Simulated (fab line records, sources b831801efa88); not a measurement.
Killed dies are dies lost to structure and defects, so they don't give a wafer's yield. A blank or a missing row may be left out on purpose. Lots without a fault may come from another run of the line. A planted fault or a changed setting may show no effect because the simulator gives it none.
Tool commonality check | flow sky130 | 13 lots, 45 wafers sampled

WHY IT WAS OPENED
At SKY_VT_ADJUST_NCORE_CD_MEAS_07 the reading cd_nm is flagged on 2 of 13 lots. Wafers without a fault read 379.5 nm, standard deviation 2.4.
Rule: a lot is flagged when every wafer of it that has a number lies more than 4 standard deviations from that mean, or none has a number. The other lots count as sound.

lot  | measured     | on        | cd_nm (nm), wafer by wafer          | flag
L194 | day 8 09:30  | cd_sem-02 | 380.9 380.0 378.2                   |
L196 | day 8 21:21  | cd_sem-01 | 381.0 383.3 382.1                   |
L198 | day 9 17:02  | cd_sem-02 | 377.6 377.9 377.5                   |
L200 | day 10 10:47 | cd_sem-01 | 199.1 197.8 201.3 199.4 197.7 201.0 | FLAGGED
L202 | day 11 02:36 | cd_sem-01 | 201.2 198.4 200.2 201.6 198.2 200.3 | FLAGGED
L208 | day 12 14:29 | cd_sem-02 | 378.9 376.9 379.5                   |
L209 | day 12 18:59 | cd_sem-01 | 376.8 375.2 377.5                   |
L210 | day 13 03:33 | cd_sem-02 | 379.8 378.5 379.7                   |
L212 | day 13 15:59 | cd_sem-01 | 380.3 378.5 379.3                   |
L213 | day 14 03:12 | cd_sem-02 | 377.8 379.5 378.9                   |
L215 | day 14 16:25 | cd_sem-02 | 377.6 378.2 378.2                   |
L216 | day 14 18:52 | cd_sem-01 | 377.4 374.5 377.6                   |
L217 | day 15 07:57 | cd_sem-01 | 377.9 376.8 377.1                   |
The numbers of the flagged lots are 199.7 nm on average: -179.8 nm against the usual, or -75 standard deviations.

WHICH TOOL RAN EACH LOT
The record holds 2 process steps before the reading, out of a route of 708 steps. In each cell: the tool, then ch and the chambers that the sampled wafers went through, then the start.
lot  | flag    | SKY_VT_ADJUST_HVTP_STRIP_10          | SKY_VT_ADJUST_NCORE_DEVELOP_06
L194 |         | plasma_asher-04 ch 0,1, day 5 23:47  | litho_track-03 ch 0, day 8 09:22
L196 |         | plasma_asher-03 ch 0,1, day 6 10:56  | litho_track-03 ch 0, day 8 21:13
L198 |         | plasma_asher-02 ch 0,1, day 7 02:50  | litho_track-03 ch 0, day 9 16:53
L200 | FLAGGED | plasma_asher-03 ch 0,1, day 7 18:53  | litho_track-03 ch 0, day 10 10:38
L202 | FLAGGED | plasma_asher-03 ch 0,1, day 8 08:11  | litho_track-03 ch 0, day 11 02:28
L208 |         | plasma_asher-02 ch 0,1, day 9 18:44  | litho_track-04 ch 0, day 12 14:20
L209 |         | plasma_asher-03 ch 0,1, day 9 22:59  | litho_track-01 ch 0, day 12 18:50
L210 |         | plasma_asher-03 ch 1, day 10 06:11   | litho_track-04 ch 0, day 13 03:25
L212 |         | plasma_asher-04 ch 0,1, day 10 18:14 | litho_track-04 ch 0, day 13 15:50
L213 |         | plasma_asher-03 ch 0,1, day 11 02:17 | litho_track-04 ch 0, day 14 03:04
L215 |         | plasma_asher-03 ch 0,1, day 11 14:08 | litho_track-01 ch 0, day 14 16:16
L216 |         | plasma_asher-04 ch 0, day 11 16:59   | litho_track-01 ch 0, day 14 18:43
L217 |         | plasma_asher-03 ch 0,1, day 12 03:37 | litho_track-03 ch 0, day 15 07:49
What these steps do:
- SKY_VT_ADJUST_HVTP_STRIP_10: strips in O2/N2.
- SKY_VT_ADJUST_NCORE_DEVELOP_06: develop time 60 s.
- SKY_VT_ADJUST_NCORE_CD_MEAS_07: target cd 380 nm.

FLAGGED OVER TOTAL, TOOL BY TOOL (the gauges that took the reading come last)
step                           | tool            | lots run | flagged | share of the flagged lots | sound lots run after its first flagged lot
SKY_VT_ADJUST_HVTP_STRIP_10    | plasma_asher-02 | 2        | 0       | none                      | -
SKY_VT_ADJUST_HVTP_STRIP_10    | plasma_asher-03 | 8        | 2       | all                       | 5 (L209,L210,L213,L215,L217)
SKY_VT_ADJUST_HVTP_STRIP_10    | plasma_asher-04 | 3        | 0       | none                      | -
SKY_VT_ADJUST_NCORE_DEVELOP_06 | litho_track-01  | 3        | 0       | none                      | -
SKY_VT_ADJUST_NCORE_DEVELOP_06 | litho_track-03  | 6        | 2       | all                       | 1 (L217)
SKY_VT_ADJUST_NCORE_DEVELOP_06 | litho_track-04  | 4        | 0       | none                      | -
SKY_VT_ADJUST_NCORE_CD_MEAS_07 | cd_sem-01       | 7        | 2       | all                       | 4 (L209,L212,L216,L217)
SKY_VT_ADJUST_NCORE_CD_MEAS_07 | cd_sem-02       | 6        | 0       | none                      | -

WHAT THE TABLE ALLOWS
3 rows of the table ran every flagged lot: plasma_asher-03 at SKY_VT_ADJUST_HVTP_STRIP_10, litho_track-03 at SKY_VT_ADJUST_NCORE_DEVELOP_06, cd_sem-01 at SKY_VT_ADJUST_NCORE_CD_MEAS_07.
- plasma_asher-03 at SKY_VT_ADJUST_HVTP_STRIP_10: 2 of its 8 lots flagged. Sound lots ran on it after the first flagged one (L209, L210, L213, L215, L217), which a lasting fault on the whole tool wouldn't allow.
- litho_track-03 at SKY_VT_ADJUST_NCORE_DEVELOP_06: 2 of its 6 lots flagged. Sound lots ran on it after the first flagged one (L217), which a lasting fault on the whole tool wouldn't allow.
- cd_sem-01 at SKY_VT_ADJUST_NCORE_CD_MEAS_07: 2 of its 7 lots flagged. Sound lots ran on it after the first flagged one (L209, L212, L216, L217), which a lasting fault on the whole tool wouldn't allow.
No row of the table ran every flagged lot and no sound lot after the first.

WHAT THE SIMULATOR HAD PUT IN
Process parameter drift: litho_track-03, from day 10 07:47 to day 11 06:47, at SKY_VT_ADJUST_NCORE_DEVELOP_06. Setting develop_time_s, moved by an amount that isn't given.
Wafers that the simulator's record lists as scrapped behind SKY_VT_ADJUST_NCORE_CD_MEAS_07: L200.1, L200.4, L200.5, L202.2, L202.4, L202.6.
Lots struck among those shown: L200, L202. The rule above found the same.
